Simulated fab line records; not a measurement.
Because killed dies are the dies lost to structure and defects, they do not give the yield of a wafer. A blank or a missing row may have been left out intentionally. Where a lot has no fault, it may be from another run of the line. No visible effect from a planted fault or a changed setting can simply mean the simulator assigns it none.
A struck lot beside a sound one	flow sky130	15 out of 708 route steps
Sound: wafers L857.1, L857.2, L857.3. Wafers struck: L853.2, L853.5. Last of all comes the cause.
Order at every step that has rows: each side's tool, ch and its chambers, its first start. Under that, the readings that differ: sound wafers	struck wafers	difference of the means	sigmas: that difference in standard deviations of wafers without a fault.
alike: same words and numbers on both sides, and readings whose means sit less than 2 such deviations apart. not compared: any withheld reading, any reading some wafer has no value for, any bound like >300 that may hide the same value, and any number with overlapping values for which the record gives no deviation.
Wherever a step has rows on one side only, a row that says differs or no value, or a row with sigmas, the two part there. When numbers do not overlap yet have no deviation, they are printed without sigmas and do not part them. Lack of a reading on every wafer of one side parts them only where that side has two or more wafers.

first, 5 steps without rows for these wafers: SKY_LDD_HVN_COAT_02 (resist thk 300 nm); SKY_LDD_HVN_SOFTBAKE_03 (time 60 s); SKY_LDD_HVN_EXPOSE_04 (exposes mask HVNTM, target cd 700 nm); SKY_LDD_HVN_PEB_05; SKY_LDD_HVN_DEVELOP_06 (develop time 60 s).
SKY_LDD_HVN_OVL_MEAS_07:
  sound on overlay-02 at day 25 10:16; struck on overlay-01 at day 24 03:01
  alike: LDD_HVN_OVL
following that, these wafers have no rows for 1 step: SKY_LDD_HVN_IMPLANT_08.
SKY_LDD_HVN_STRIP_09: strips in O2/N2.
  sound on plasmaAsher-02 ch 0,1, day 25 10:26; struck on plasmaAsher-02 ch 0, day 24 03:11
  alike: drypumpMotorCurrentA, oesProductAu, stripTimeToEndpointS
  not compared: rfHoursCounterH
SKY_LDD_HVN_TW_MEAS_10:
  sound on filmMetro-03 at day 25 10:32; struck on filmMetro-04 at day 24 03:18
  alike: LDD_HVN_TW
then, 3 steps without rows for these wafers: SKY_LDD_HVP_DEHYDRATE_00 (time 60 s); SKY_LDD_HVP_HMDS_01 (prime time 60 s); SKY_LDD_HVP_COAT_02 (resist thk 300 nm).
SKY_LDD_HVP_SOFTBAKE_03: time 60 s.
  sound on lithoTrack-02 ch 0, day 26 01:50; struck on lithoTrack-03 ch 0, day 24 17:15
reading	sound	struck	difference	sigmas
heaterPowerTotalW (W)	56.68 56.59 56.58	61.64 61.58	+4.99	+99 or more
runLengthS (s)	89.48 89.28 89.14	75.47 75.59	-13.77	-99 or more
then, 1 step without rows for these wafers: SKY_LDD_HVP_EXPOSE_04 (exposes mask HVPTM, target cd 700 nm).
-- here the record skips 24 days between the struck wafers' starts before and after, leaving off in module LDD_HVP and picking up in module PAD_OPEN (first step shown: number 708 of the route) --
SKY_PAD_OPEN_PROBE_99:
  sound on prober-01 at day 49 03:47; struck on prober-01 at day 48 07:38
  alike: killed_at_M0_to_M3, killed_at_M4_up, killedAtContacts, killedAtFrontEnd, killedAtOther, killedDies, killedOpen, killedShort

## WHERE THEY PART
Within this record, at SKY_LDD_HVP_SOFTBAKE_03 only. Later steps at which nothing parts them and some readings are alike: SKY_PAD_OPEN_PROBE_99.

WHY: the cause the simulator had injected
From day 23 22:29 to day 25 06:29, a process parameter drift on lithoTrack-03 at SKY_LDD_HVP_SOFTBAKE_03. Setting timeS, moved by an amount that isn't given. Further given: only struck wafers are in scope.
